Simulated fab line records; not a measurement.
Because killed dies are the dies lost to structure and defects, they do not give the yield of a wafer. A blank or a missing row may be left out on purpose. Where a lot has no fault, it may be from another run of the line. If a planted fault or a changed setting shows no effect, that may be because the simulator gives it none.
Problem report, 8D (eight disciplines) form, completed by code | flow sky130 | the parts of the form that need people (team, actions taken, sign-off) are left out

1. THE PROBLEM
Wafers free of any fault read 3.99 nm (standard deviation 0.072) for POLY_GATE_OXIDATION_THK at SKY_POLY_GATE_THK_MEAS_21, against a mean of 4.74 nm on 12 wafers of 4 lots. Relative to the usual mean, that is a shift of +10 standard deviations.
Earliest sighting: wafer L880.2 on film_metro-03 at day 23 03:28. The record holds 33 wafers of 11 lots with a number at this step. Rule for "out" (also "out of limits"): further than 4 standard deviations from the usual mean. Any other wafer with a number is counted as sound.

2. WHAT THIS IS AND IS NOT
question                    | is                                          | is not
which readings at this step | POLY_GATE_OXIDATION_THK                     | -
which lots                  | L880, L882, L883, L885                      | L868, L869, L870, L872, L874, L876, L879
which wafers of those lots  | all that have a number                      | -
read on which gauges        | film_metro-02, film_metro-03, film_metro-04 | -
when                        | from day 23 03:28                           | up to then (21 sound wafers)

3. SUSPECTS, AND WHAT RULES EACH OUT
Counting: a tool at any process step up to the reading remains a suspect when it ran all the lots that are out and ran no sound lot after the first of those.
- ruled out: the gauge at SKY_POLY_GATE_THK_MEAS_21. Those wafers that are out were read across 3 gauges (film_metro-02, film_metro-03, film_metro-04).
- furnace-02 at SKY_POLY_GATE_OXIDATION_20 (stabilise 600 s, purge 300 s, target thk 4 nm): kept. It ran every lot that is out, first L880 (day 23 02:12), and no sound lot after that; its last sound lot up to then is L876 (day 19 12:46). Its own spike_tc_bottom_C, spike_tc_centre_C, spike_tc_lower_C, spike_tc_top_C, spike_tc_upper_C, tube_center_temp_C, tube_center_temp_C_max readings are out on those wafers.
After counting, what remains is furnace-02 at SKY_POLY_GATE_OXIDATION_20.

4. THE CAUSE (what the simulator had put in)
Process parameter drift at SKY_POLY_GATE_OXIDATION_20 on furnace-02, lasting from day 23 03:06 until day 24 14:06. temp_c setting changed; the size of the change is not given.
After counting, this tool was the only one left.

5. SEQUENCE OF EFFECTS, ordered by route
Each row: a reading where the mean over the struck wafers with a number is more than 3 standard deviations away from the usual. Readings are gone through only where the record gives a usual standard deviation; hours: the median, over the lots, of the time from a lot's start at the first step in this table giving one to that lot's start at this step; sigmas: the change measured in usual standard deviations.
hours | step                       | reading                 | usual   | on struck wafers | change | sigmas
0     | SKY_POLY_GATE_OXIDATION_20 | spike_tc_bottom_C       | 868.2 C | 880.7            | +12.5  | +6.6
0     | SKY_POLY_GATE_OXIDATION_20 | spike_tc_centre_C       | 849.2 C | 862.3            | +13.1  | +7.3
0     | SKY_POLY_GATE_OXIDATION_20 | spike_tc_lower_C        | 849.8 C | 863.7            | +13.9  | +13
0     | SKY_POLY_GATE_OXIDATION_20 | spike_tc_top_C          | 860.8 C | 873.0            | +12.2  | +6.4
0     | SKY_POLY_GATE_OXIDATION_20 | spike_tc_upper_C        | 850.7 C | 865.5            | +14.8  | +11
0     | SKY_POLY_GATE_OXIDATION_20 | tube_center_temp_C      | 850 C   | 864              | +14    | +99 or more
0     | SKY_POLY_GATE_OXIDATION_20 | tube_center_temp_C_max  | 852.2   | 866.1            | +13.9  | +36
1     | SKY_POLY_GATE_THK_MEAS_21  | POLY_GATE_OXIDATION_THK | 3.99 nm | 4.74             | +0.75  | +10
The process steps in it:
- SKY_POLY_GATE_OXIDATION_20: stabilise 600 s, purge 300 s, target thk 4 nm.

6. WHAT WOULD HAVE CAUGHT IT SOONER
In this record the first reading out of limits at a measuring or inspecting step was taken at day 23 03:28, 0 hours after the fault began at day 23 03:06.
Tool's own readings at SKY_POLY_GATE_OXIDATION_20, spike_tc_bottom_C, spike_tc_centre_C, spike_tc_lower_C, spike_tc_top_C, spike_tc_upper_C, tube_center_temp_C, tube_center_temp_C_max: out on all struck wafers the step has rows for; an alarm limit on them would have tripped on the first.
Lots out: 4; of these, L885 started SKY_POLY_GATE_OXIDATION_20 on furnace-02 after day 23 03:28. A hold on the tool at that time would have spared it.
